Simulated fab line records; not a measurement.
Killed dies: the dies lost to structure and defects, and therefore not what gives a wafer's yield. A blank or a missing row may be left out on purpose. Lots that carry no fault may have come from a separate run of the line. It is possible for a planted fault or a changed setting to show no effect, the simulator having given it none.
A struck lot beside a sound one :: flow sky130 :: 20 steps out of a route of 708
Sound: these wafers, L117.2, L117.3, L117.6. Struck: wafers L116.4, L116.5, L116.6. The cause is named last.
Per side, at each step with rows, come the tool, then ch with its chambers, and then its first start. Under that, the readings that differ: sound wafers :: struck wafers :: difference of the means :: sigmas: that difference in standard deviations of wafers without a fault.
alike: same words and numbers on both sides, and readings whose means sit less than 2 such deviations apart. not compared: any withheld reading, any reading some wafer has no value for, any bound like >300 that may hide the same value, and any number with overlapping values for which the record gives no deviation.
A row with sigmas, a row that says differs or no value, or rows on one side alone: a step with any of these is where the two part. Non-overlapping numbers with no deviation appear without sigmas and do not part them. A reading that every wafer of one side lacks parts them only if that side has two wafers or more.

SKY_POLY_GATE_THK_MEAS_21:
  sound on film_metro-02 at day 22 11:39; struck on film_metro-04 at day 21 23:28
  alike: POLY_GATE_OXIDATION_THK
SKY_POLY_GATE_CD_MEAS_22:
  sound on cd_sem-01 at day 22 11:44; struck on cd_sem-01 at day 21 23:35
  alike: cd_nm
then, 7 steps without rows for these wafers: SKY_LDD_N_DEHYDRATE_00 (time 60 s); SKY_LDD_N_HMDS_01 (prime time 60 s); SKY_LDD_N_COAT_02 (resist thk 300 nm); SKY_LDD_N_SOFTBAKE_03 (time 60 s); SKY_LDD_N_EXPOSE_04 (exposes mask NTM, target cd 840 nm); SKY_LDD_N_PEB_05; SKY_LDD_N_DEVELOP_06 (develop time 60 s).
SKY_LDD_N_OVL_MEAS_07:
  sound on overlay-02 at day 23 17:21; struck on overlay-02 at day 23 04:38
  alike: LDD_N_OVL
then, 2 steps without rows for these wafers: SKY_LDD_N_IMPLANT_08; SKY_LDD_N_IMPLANT_09.
SKY_LDD_N_IMPLANT_10:
  struck on implanter-04, day 23 05:01; sound on implanter-03 ch 0, day 23 17:43
  no value came back on the struck wafers for beam_energy_keV, beam_on_s (s), end_station_pressure_torr (Torr); on the sound wafers beam_energy_keV reads 20.014 20.012 20.002
then, 5 steps without rows for these wafers: SKY_LDD_N_IMPLANT_11; SKY_LDD_N_IMPLANT_12; SKY_LDD_N_IMPLANT_13; SKY_LDD_N_IMPLANT_14; SKY_LDD_N_IMPLANT_15.
SKY_LDD_N_STRIP_16: strips in O2/N2.
  sound on plasma_asher-02 ch 0,1, day 23 18:35; struck on plasma_asher-04 ch 0,1, day 23 05:53
reading: strip_time_to_endpoint_s (s)
sound: 4.328 4.313 4.312
struck: 4.133 4.132 4.134
difference: -0.185
sigmas: -13
  alike: chamber_pressure_mTorr, drypump_motor_current_A, oes_product_au
  not compared: rf_hours_counter_h
SKY_LDD_N_TW_MEAS_17:
  sound on film_metro-03 at day 23 18:41; struck on film_metro-04 at day 23 05:59
reading: LDD_N_TW
sound: 2578 2585 2584
struck: 2423 2437 2433
difference: -151
sigmas: -6

== WHERE THEY PART ==
Earliest at SKY_LDD_N_IMPLANT_10; latest, in this record, at SKY_LDD_N_TW_MEAS_17.

WHY: whatever the simulator had introduced
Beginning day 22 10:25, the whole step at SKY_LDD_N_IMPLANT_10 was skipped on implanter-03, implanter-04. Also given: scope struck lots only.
